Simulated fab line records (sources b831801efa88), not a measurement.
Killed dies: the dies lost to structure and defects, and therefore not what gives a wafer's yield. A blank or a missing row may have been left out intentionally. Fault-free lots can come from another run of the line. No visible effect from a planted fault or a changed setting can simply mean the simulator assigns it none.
The tool behind it: which one? / flow sky130 / 72 wafers from 24 lots sampled at 3 of the route's 708 steps

== WHAT THE GAUGES SHOWED, per wafer ==
SKY_CONTACT_RS_MEAS_25: the measuring method here is four-point-probe. Usual: CONTACT_W_RS typically reads 0.341 ohm/sq, with standard deviation 0.0052.
lot=L074; measured=day 30 19:44; on=filmMetro-03; CONTACT_W_RS (ohm/sq)=0.347 0.343 0.346; flag=
lot=L075; measured=day 31 13:06; on=filmMetro-02; CONTACT_W_RS (ohm/sq)=0.340 0.341 0.336; flag=
lot=L076; measured=day 32 03:01; on=filmMetro-02; CONTACT_W_RS (ohm/sq)=0.335 0.331 0.333; flag=
lot=L077; measured=day 32 05:41; on=filmMetro-03; CONTACT_W_RS (ohm/sq)=0.333 0.341 0.335; flag=
lot=L078; measured=day 32 13:46; on=filmMetro-01; CONTACT_W_RS (ohm/sq)=0.340 0.345 0.341; flag=
lot=L079; measured=day 33 04:52; on=filmMetro-01; CONTACT_W_RS (ohm/sq)=0.345 0.352 0.353; flag=
lot=L080; measured=day 33 20:56; on=filmMetro-01; CONTACT_W_RS (ohm/sq)=0.334 0.336 0.332; flag=
lot=L081; measured=day 33 21:50; on=filmMetro-01; CONTACT_W_RS (ohm/sq)=0.337 0.335 0.336; flag=
lot=L082; measured=day 34 00:40; on=filmMetro-03; CONTACT_W_RS (ohm/sq)=0.337 0.336 0.334; flag=
lot=L083; measured=day 35 03:50; on=filmMetro-02; CONTACT_W_RS (ohm/sq)=0.336 0.338 0.337; flag=
lot=L084; measured=day 35 09:17; on=filmMetro-03; CONTACT_W_RS (ohm/sq)=0.338 0.347 0.340; flag=
lot=L085; measured=day 35 10:05; on=filmMetro-02; CONTACT_W_RS (ohm/sq)=0.339 0.338 0.343; flag=
lot=L087; measured=day 35 19:11; on=filmMetro-02; CONTACT_W_RS (ohm/sq)=0.335 0.329 0.345; flag=
lot=L086; measured=day 35 23:32; on=filmMetro-02; CONTACT_W_RS (ohm/sq)=0.342 0.333 0.338; flag=
lot=L088; measured=day 36 00:56; on=filmMetro-03; CONTACT_W_RS (ohm/sq)=0.346 0.351 0.338; flag=
lot=L089; measured=day 36 11:39; on=filmMetro-02; CONTACT_W_RS (ohm/sq)=0.341 0.337 0.346; flag=
lot=L090; measured=day 36 19:32; on=filmMetro-02; CONTACT_W_RS (ohm/sq)=0.339 0.337 0.337; flag=
lot=L091; measured=day 37 08:07; on=filmMetro-01; CONTACT_W_RS (ohm/sq)=0.342 0.354 0.337; flag=
lot=L092; measured=day 37 15:42; on=filmMetro-02; CONTACT_W_RS (ohm/sq)=0.348 0.337 0.344; flag=
lot=L093; measured=day 37 17:56; on=filmMetro-01; CONTACT_W_RS (ohm/sq)=0.346 0.345 0.340; flag=
lot=L094; measured=day 37 23:37; on=filmMetro-01; CONTACT_W_RS (ohm/sq)=0.338 0.339 0.340; flag=
lot=L095; measured=day 38 07:25; on=filmMetro-02; CONTACT_W_RS (ohm/sq)=0.342 0.339 0.343; flag=
lot=L096; measured=day 38 14:38; on=filmMetro-03; CONTACT_W_RS (ohm/sq)=0.346 0.342 0.341; flag=
lot=L097; measured=day 38 23:26; on=filmMetro-01; CONTACT_W_RS (ohm/sq)=0.340 0.336 0.342; flag=

SKY_VIA1_THK_MEAS_01. Usual: VIA1_HDPCVD_THK typically reads 1036 nm, with standard deviation 15.
lot=L074; measured=day 32 01:50; on=filmMetro-01; VIA1_HDPCVD_THK (nm)=1055 1059 1062; flag=
lot=L075; measured=day 32 19:19; on=filmMetro-04; VIA1_HDPCVD_THK (nm)=1050 1052 1050; flag=
lot=L076; measured=day 33 09:04; on=filmMetro-03; VIA1_HDPCVD_THK (nm)=1025 1051 1034; flag=
lot=L077; measured=day 33 10:28; on=filmMetro-01; VIA1_HDPCVD_THK (nm)=1036 1024 1016; flag=
lot=L078; measured=day 33 18:30; on=filmMetro-01; VIA1_HDPCVD_THK (nm)=1018 1025 1043; flag=
lot=L079; measured=day 34 10:20; on=filmMetro-03; VIA1_HDPCVD_THK (nm)=1059 1039 1050; flag=
lot=L080; measured=day 35 01:48; on=filmMetro-03; VIA1_HDPCVD_THK (nm)=1053 1055 1038; flag=
lot=L081; measured=day 35 03:35; on=filmMetro-01; VIA1_HDPCVD_THK (nm)=1055 1066 1058; flag=
lot=L082; measured=day 35 06:10; on=filmMetro-04; VIA1_HDPCVD_THK (nm)=1012 1044 1021; flag=
lot=L083; measured=day 36 09:29; on=filmMetro-03; VIA1_HDPCVD_THK (nm)=1034 1015 1037; flag=
lot=L084; measured=day 36 15:05; on=filmMetro-01; VIA1_HDPCVD_THK (nm)=1027 1038 1026; flag=
lot=L085; measured=day 36 16:16; on=filmMetro-04; VIA1_HDPCVD_THK (nm)=1015 1034 1015; flag=
lot=L087; measured=day 37 01:09; on=filmMetro-01; VIA1_HDPCVD_THK (nm)=1036 1049 1051; flag=
lot=L086; measured=day 37 06:29; on=filmMetro-03; VIA1_HDPCVD_THK (nm)=1048 1051 1051; flag=
lot=L088; measured=day 37 06:44; on=filmMetro-01; VIA1_HDPCVD_THK (nm)=1015 1019 1029; flag=
lot=L089; measured=day 37 16:58; on=filmMetro-01; VIA1_HDPCVD_THK (nm)=1048 1044 1050; flag=
lot=L090; measured=day 38 00:40; on=filmMetro-01; VIA1_HDPCVD_THK (nm)=1014 1018 1006; flag=
lot=L091; measured=day 38 12:15; on=filmMetro-04; VIA1_HDPCVD_THK (nm)=1018 1030 1024; flag=
lot=L092; measured=day 38 19:23; on=filmMetro-03; VIA1_HDPCVD_THK (nm)=1030 1033 1028; flag=
lot=L093; measured=day 38 21:11; on=filmMetro-01; VIA1_HDPCVD_THK (nm)=1038 1051 1051; flag=
lot=L094; measured=day 39 02:31; on=filmMetro-04; VIA1_HDPCVD_THK (nm)=1022 1015 1008; flag=
lot=L095; measured=day 39 09:17; on=filmMetro-03; VIA1_HDPCVD_THK (nm)=1042 1035 1038; flag=
lot=L096; measured=day 39 17:37; on=filmMetro-01; VIA1_HDPCVD_THK (nm)=1041 1032 1032; flag=
lot=L097; measured=day 40 01:53; on=filmMetro-01; VIA1_HDPCVD_THK (nm)=1023 1023 1037; flag=

== TOOL THAT RAN EACH LOT (tool first, then ch and the chambers of the sampled wafers, then the start) ==
lot=L074; SKY_LOCAL_INTERCONNECT_SPUTTER_00=pvdSputter-01, day 28 10:00
lot=L075; SKY_LOCAL_INTERCONNECT_SPUTTER_00=pvdSputter-03, day 29 03:54
lot=L076; SKY_LOCAL_INTERCONNECT_SPUTTER_00=pvdSputter-02, day 29 17:24
lot=L077; SKY_LOCAL_INTERCONNECT_SPUTTER_00=pvdSputter-03, day 29 19:52
lot=L078; SKY_LOCAL_INTERCONNECT_SPUTTER_00=pvdSputter-01, day 30 05:24
lot=L079; SKY_LOCAL_INTERCONNECT_SPUTTER_00=pvdSputter-02, day 30 19:32
lot=L080; SKY_LOCAL_INTERCONNECT_SPUTTER_00=pvdSputter-02, day 31 11:19
lot=L081; SKY_LOCAL_INTERCONNECT_SPUTTER_00=pvdSputter-01, day 31 12:43
lot=L082; SKY_LOCAL_INTERCONNECT_SPUTTER_00=pvdSputter-01, day 31 16:35
lot=L083; SKY_LOCAL_INTERCONNECT_SPUTTER_00=pvdSputter-03, day 32 18:10
lot=L084; SKY_LOCAL_INTERCONNECT_SPUTTER_00=pvdSputter-01, day 33 00:41
lot=L085; SKY_LOCAL_INTERCONNECT_SPUTTER_00=pvdSputter-03, day 33 01:42
lot=L087; SKY_LOCAL_INTERCONNECT_SPUTTER_00=pvdSputter-03, day 33 10:10
lot=L086; SKY_LOCAL_INTERCONNECT_SPUTTER_00=pvdSputter-02, day 33 13:36
lot=L088; SKY_LOCAL_INTERCONNECT_SPUTTER_00=pvdSputter-01, day 33 15:05
lot=L089; SKY_LOCAL_INTERCONNECT_SPUTTER_00=pvdSputter-01, day 34 00:40
lot=L090; SKY_LOCAL_INTERCONNECT_SPUTTER_00=pvdSputter-02, day 34 10:04
lot=L091; SKY_LOCAL_INTERCONNECT_SPUTTER_00=pvdSputter-03, day 34 20:56
lot=L092; SKY_LOCAL_INTERCONNECT_SPUTTER_00=pvdSputter-01, day 35 05:25
lot=L093; SKY_LOCAL_INTERCONNECT_SPUTTER_00=pvdSputter-03, day 35 07:42
lot=L094; SKY_LOCAL_INTERCONNECT_SPUTTER_00=pvdSputter-02, day 35 13:45
lot=L095; SKY_LOCAL_INTERCONNECT_SPUTTER_00=pvdSputter-01, day 35 21:59
lot=L096; SKY_LOCAL_INTERCONNECT_SPUTTER_00=pvdSputter-01, day 36 06:34
lot=L097; SKY_LOCAL_INTERCONNECT_SPUTTER_00=pvdSputter-02, day 36 15:32
- SKY_LOCAL_INTERCONNECT_SPUTTER_00: material TiN, target thk 100 nm, time 83.3 s.

== WHAT THE TOOLS THEMSELVES READ (means of the sampled wafers that have a number; where no wafer has one, the mark that the record gives instead) ==
SKY_LOCAL_INTERCONNECT_SPUTTER_00. Usual: substrateTempC 300.00 C, standard deviation 0.19; throttleValvePct 30.0 %, standard deviation 1.3.
lot=L074; tool=pvdSputter-01; substrateTempC (C)=300.01; throttleValvePct (%)=30.1; flag=
lot=L075; tool=pvdSputter-03; substrateTempC (C)=300.04; throttleValvePct (%)=29.1; flag=
lot=L076; tool=pvdSputter-02; substrateTempC (C)=300.09; throttleValvePct (%)=29.9; flag=
lot=L077; tool=pvdSputter-03; substrateTempC (C)=300.00; throttleValvePct (%)=30.1; flag=
lot=L078; tool=pvdSputter-01; substrateTempC (C)=300.04; throttleValvePct (%)=29.2; flag=
lot=L079; tool=pvdSputter-02; substrateTempC (C)=299.99; throttleValvePct (%)=30.0; flag=
lot=L080; tool=pvdSputter-02; substrateTempC (C)=299.98; throttleValvePct (%)=29.9; flag=
lot=L081; tool=pvdSputter-01; substrateTempC (C)=299.74; throttleValvePct (%)=30.2; flag=
lot=L082; tool=pvdSputter-01; substrateTempC (C)=299.94; throttleValvePct (%)=30.4; flag=
lot=L083; tool=pvdSputter-03; substrateTempC (C)=300.10; throttleValvePct (%)=28.8; flag=
lot=L084; tool=pvdSputter-01; substrateTempC (C)=300.15; throttleValvePct (%)=30.4; flag=
lot=L085; tool=pvdSputter-03; substrateTempC (C)=299.99; throttleValvePct (%)=29.2; flag=
lot=L087; tool=pvdSputter-03; substrateTempC (C)=299.96; throttleValvePct (%)=28.9; flag=
lot=L086; tool=pvdSputter-02; substrateTempC (C)=299.89; throttleValvePct (%)=29.8; flag=
lot=L088; tool=pvdSputter-01; substrateTempC (C)=299.78; throttleValvePct (%)=30.1; flag=
lot=L089; tool=pvdSputter-01; substrateTempC (C)=299.84; throttleValvePct (%)=30.8; flag=
lot=L090; tool=pvdSputter-02; substrateTempC (C)=299.99; throttleValvePct (%)=30.3; flag=
lot=L091; tool=pvdSputter-03; substrateTempC (C)=300.18; throttleValvePct (%)=29.3; flag=
lot=L092; tool=pvdSputter-01; substrateTempC (C)=300.04; throttleValvePct (%)=31.1; flag=
lot=L093; tool=pvdSputter-03; substrateTempC (C)=299.96; throttleValvePct (%)=30.4; flag=
lot=L094; tool=pvdSputter-02; substrateTempC (C)=299.99; throttleValvePct (%)=30.0; flag=
lot=L095; tool=pvdSputter-01; substrateTempC (C)=299.88; throttleValvePct (%)=30.0; flag=
lot=L096; tool=pvdSputter-01; substrateTempC (C)=300.05; throttleValvePct (%)=30.0; flag=
lot=L097; tool=pvdSputter-02; substrateTempC (C)=300.14; throttleValvePct (%)=30.6; flag=

== THE ANSWER, worked out from the rows above alone ==
Rule: lot off if the mean of its wafers having a number is beyond 3 standard deviations from the usual mean. A lot without any number at a reading at which 4 lots or more have one is off too. All remaining lots with rows at the step are treated as sound. First the gauges in route order, then the tools' own readings, where a lot's mean is used as printed above. At the first step where some lot is off, the reading lying furthest off is the one used; lots without a number count as furthest.
Nothing can be told from this: no lot is off at any reading shown.

== WHAT THE SIMULATOR PUT IN ==
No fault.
